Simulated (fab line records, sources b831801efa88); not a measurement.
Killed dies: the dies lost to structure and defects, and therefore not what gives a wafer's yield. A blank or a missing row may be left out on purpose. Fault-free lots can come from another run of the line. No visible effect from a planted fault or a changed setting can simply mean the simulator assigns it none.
What tool caused it?	flow gf180mcu	39 wafers from 13 lots sampled at 4 of the route's 602 steps

== WHAT THE GAUGES SHOWED, per wafer ==
GF_STI_THK_MEAS_04.
lot	measured	on	STI_CVD_03_THK (nm)
L236	day 1 14:34	film_metro-01	206.5 206.5 204.2
L237	day 1 19:34	film_metro-02	203.6 205.7 204.7
L238	day 2 01:15	film_metro-04	204.0 205.4 201.8
L239	day 2 06:16	film_metro-04	204.3 206.2 206.1
L240	day 2 10:43	film_metro-02	206.8 207.2 207.7
L248	day 4 01:34	film_metro-04	206.8 207.0 205.9
L249	day 4 06:50	film_metro-01	203.6 204.4 205.4
L251	day 4 16:34	film_metro-02	201.8 202.0 201.3
L252	day 4 21:34	film_metro-02	205.2 207.2 206.9
L254	day 5 08:07	film_metro-02	206.8 207.3 206.3
L257	day 5 23:16	film_metro-04	204.7 206.2 206.8
L258	day 6 03:40	film_metro-02	208.3 209.3 207.4
L259	day 6 10:45	film_metro-04	201.4 203.0 202.9

GF_HV_LDD_CD_MEAS_07: the cd target is 400 nm.
lot	measured	on	cd_nm (nm)
L236	day 10 00:22	cd_sem-02	398.5 397.9 397.3
L237	day 10 15:04	cd_sem-02	401.7 402.1 402.4
L238	day 10 20:26	cd_sem-01	439.8 440.4 438.7
L239	day 11 03:53	cd_sem-01	437.5 434.1 434.9
L240	day 11 14:49	cd_sem-01	423.7 421.0 422.0
L248	day 13 19:05	cd_sem-02	398.0 397.7 399.2
L249	day 14 04:35	cd_sem-02	405.6 404.0 404.6
L251	day 14 17:32	cd_sem-02	401.2 402.2 398.8
L252	day 15 02:20	cd_sem-01	399.5 398.7 398.3
L254	day 15 16:32	cd_sem-02	398.8 398.3 398.4
L257	day 16 17:44	cd_sem-01	402.9 402.6 402.8
L258	day 16 22:10	cd_sem-01	401.3 399.9 401.2
L259	day 17 06:47	cd_sem-02	398.5 397.8 399.3

== EACH LOT AND THE TOOL THAT RAN IT (in order: tool; ch and the chambers of the sampled wafers; start) ==
lot	GF_LVPWELL_STRIP_10	GF_HV_LDD_DEVELOP_06
L236	plasma_asher-04 ch 0,1, day 3 21:41	litho_track-03 ch 0, day 10 00:13
L237	plasma_asher-03 ch 0,1, day 4 05:53	litho_track-03 ch 0, day 10 14:55
L238	plasma_asher-03 ch 0,1, day 4 11:52	litho_track-03 ch 0, day 10 20:17
L239	plasma_asher-04 ch 0,1, day 4 16:25	litho_track-03 ch 0, day 11 03:44
L240	plasma_asher-03 ch 0,1, day 4 21:17	litho_track-03 ch 0, day 11 14:40
L248	plasma_asher-03 ch 0,1, day 6 16:57	litho_track-04 ch 0, day 13 18:57
L249	plasma_asher-03 ch 0,1, day 6 23:24	litho_track-03 ch 0, day 14 04:26
L251	plasma_asher-04 ch 0,1, day 7 10:10	litho_track-01 ch 0, day 14 17:23
L252	plasma_asher-03 ch 1, day 7 15:49	litho_track-04 ch 0, day 15 02:12
L254	plasma_asher-01 ch 0,1, day 8 04:04	litho_track-04 ch 0, day 15 16:24
L257	plasma_asher-01 ch 0,1, day 8 19:51	litho_track-03 ch 0, day 16 17:35
L258	plasma_asher-03 ch 0,1, day 9 01:37	litho_track-01 ch 0, day 16 21:55
L259	plasma_asher-01 ch 0,1, day 9 08:10	litho_track-01 ch 0, day 17 06:38
- GF_LVPWELL_STRIP_10: strips in O2/N2.
- GF_HV_LDD_DEVELOP_06: develop time 60 s.

== AS READ BY THE TOOLS THEMSELVES (means over the sampled wafers that have a number; for cases with no such wafer, the mark the record gives instead) ==
GF_LVPWELL_STRIP_10.
lot	tool	drypump_motor_current_A (A)	heater_power_w (W)	oes_product_au (a.u.)	strip_time_to_endpoint_s (s)
L236	plasma_asher-04	5.52	294	0.720	37.48
L237	plasma_asher-03	5.62	285	0.724	37.46
L238	plasma_asher-03	5.59	282	0.723	37.51
L239	plasma_asher-04	5.52	289	0.723	37.52
L240	plasma_asher-03	5.60	286	0.722	37.39
L248	plasma_asher-03	5.61	295	0.721	37.53
L249	plasma_asher-03	5.59	283	0.723	37.46
L251	plasma_asher-04	5.53	301	0.723	37.52
L252	plasma_asher-03	5.62	303	0.728	37.51
L254	plasma_asher-01	5.63	335	0.720	37.48
L257	plasma_asher-01	5.58	336	0.725	37.60
L258	plasma_asher-03	5.61	292	0.724	37.44
L259	plasma_asher-01	5.61	334	0.719	37.46

== THE ANSWER, worked out from the rows above alone ==
Rule: the lots themselves supply what counts as usual. Put in order of their means at a reading, lots are off if they are a third of the lots or fewer, leave a main group of 4 or more, and stand apart from it by a gap of 3 or more times the standard deviation of the main group's means; of several such gaps the widest counts. The tables above print the reading to a certain number of digits; a main group whose means all agree to those digits is not used. A lot without any number at a reading at which 4 lots or more have one is off too. Where the step has rows for the other lots, those lots are counted as sound. The gauges are gone through in route order, then the tools' own readings, and for those a lot's mean is taken as printed above. At the first step where some lot is off, the reading lying furthest off is the one used; lots without a number count as furthest.
Off: L238, L239, L240, at GF_HV_LDD_CD_MEAS_07 (cd_nm). Main group: mean 400.3 nm, sd 2.2.
A tool fits if, at a process step before that reading, it ran every lot that is off, and no sound lot after the first of them. The gauges at GF_HV_LDD_CD_MEAS_07 are tried like those tools. Not one of the candidates tried fits.

== WHAT WAS PUT IN BY THE SIMULATOR ==
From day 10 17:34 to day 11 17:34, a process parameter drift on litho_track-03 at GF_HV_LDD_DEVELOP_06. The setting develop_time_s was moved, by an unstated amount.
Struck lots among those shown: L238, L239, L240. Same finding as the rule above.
